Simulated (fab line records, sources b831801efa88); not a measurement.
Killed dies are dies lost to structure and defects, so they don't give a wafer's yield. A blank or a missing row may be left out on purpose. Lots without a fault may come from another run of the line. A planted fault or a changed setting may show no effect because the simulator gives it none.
Problem report in the 8D (eight disciplines) form, filled by code | flow sky130 | the parts of the form that need people (team, actions taken, sign-off) are left out

1. THE PROBLEM
killed_at_M4_up at SKY_PAD_OPEN_PROBE_99 reads a mean of 105.5 on 2 wafers of 2 lots; wafers without a fault read 3.4 with a standard deviation of 2.1. That is +49 standard deviations from the usual mean.
First seen on wafer L753.5, day 48 12:52, on prober-01. The record holds 15 wafers of 5 lots with a number at this step. Rule for "out", or "out of limits": more than 4 standard deviations from the usual mean. The other wafers with a number count as sound.

2. WHAT IT IS AND WHAT IT IS NOT
question                    | is                                                                                                                                     | is not
which readings at this step | killed_at_M4_up, defect_limited_yield, killed_dies, killed_on_rim, sort_bin_5_function, sort_bin_6_memory, sort_n_pass, sort_yield_pct | killed_at_M0_to_M3, killed_at_contacts, killed_at_front_end, killed_at_other, killed_open, killed_short
which lots                  | L753, L754                                                                                                                             | L742, L746, L749
which wafers of those lots  | L753.5, L754.3                                                                                                                         | L753.3, L753.6, L754.2, L754.5
read on which tools         | prober-01, prober-02                                                                                                                   | -
when                        | from day 48 12:52                                                                                                                      | up to then (10 sound wafers); but 3 sound wafers of L753, L754 came after

3. SUSPECTS, AND WHAT RULES EACH OUT
Counting: a tool at a process step up to the reading stays a suspect if it ran every lot that is out. Sound lots after the first of them don't rule it out here, since some wafers of a struck lot are sound.
- cmp-02 at SKY_VIA4_CMP_02 (polishes SiO2): kept. It ran every lot that is out, first L753 (day 45 00:37); its last sound lot up to then is L746 (day 44 02:06).
- Within cmp-02 at SKY_VIA4_CMP_02: the wafers that are out ran in chamber 0; their sound lot-mates ran in chambers 2, 3.
Left after counting: cmp-02 at SKY_VIA4_CMP_02.

4. THE CAUSE (what the simulator had put in)
Chamber particle source: cmp-02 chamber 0, from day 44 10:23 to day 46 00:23, at SKY_VIA4_CMP_02. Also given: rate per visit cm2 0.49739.
Counting left only this tool.

5. THE CHAIN OF EFFECTS, in route order
Each row: a reading whose mean over the struck wafers that have a number lies more than 3 standard deviations from the usual. Only readings for which the record gives a usual standard deviation are gone through. hours: the time from each lot's start at the first step in this table that gives one to its start at this step, as a median over the lots. sigmas: the change in usual standard deviations.
hours | step                  | reading              | usual  | on struck wafers | change | sigmas
0     | SKY_PAD_OPEN_PROBE_99 | defect_limited_yield | 82.5 % | 62.2             | -20.3  | -11
0     | SKY_PAD_OPEN_PROBE_99 | killed_at_M4_up      | 3.4    | 105.5            | +102.1 | +49
0     | SKY_PAD_OPEN_PROBE_99 | killed_dies          | 86     | 186              | +100   | +11
0     | SKY_PAD_OPEN_PROBE_99 | killed_on_rim        | 17     | 34               | +18    | +4.5
0     | SKY_PAD_OPEN_PROBE_99 | sort_bin_5_function  | 10.5 % | 22.4             | +11.9  | +7.5
0     | SKY_PAD_OPEN_PROBE_99 | sort_bin_6_memory    | 6.1 %  | 13.3             | +7.2   | +6.5
0     | SKY_PAD_OPEN_PROBE_99 | sort_n_pass          | 406    | 306              | -100   | -11
0     | SKY_PAD_OPEN_PROBE_99 | sort_yield_pct       | 82.5 % | 62.2             | -20.3  | -11
The process steps in it:
- SKY_PAD_OPEN_PROBE_99

6. WHAT WOULD HAVE CAUGHT IT SOONER
In this record the first reading out of limits was taken at day 48 12:52, 98 hours after the fault began at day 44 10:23.
Of the tool readings at SKY_VIA4_CMP_02 for which the record gives a usual standard deviation, none was out on any struck wafer, so an alarm limit of 4 standard deviations on them would not have fired.
All the lots that are out (2) had begun SKY_VIA4_CMP_02 on cmp-02 by day 48 12:52. A hold on the tool at that time would have spared none of them.
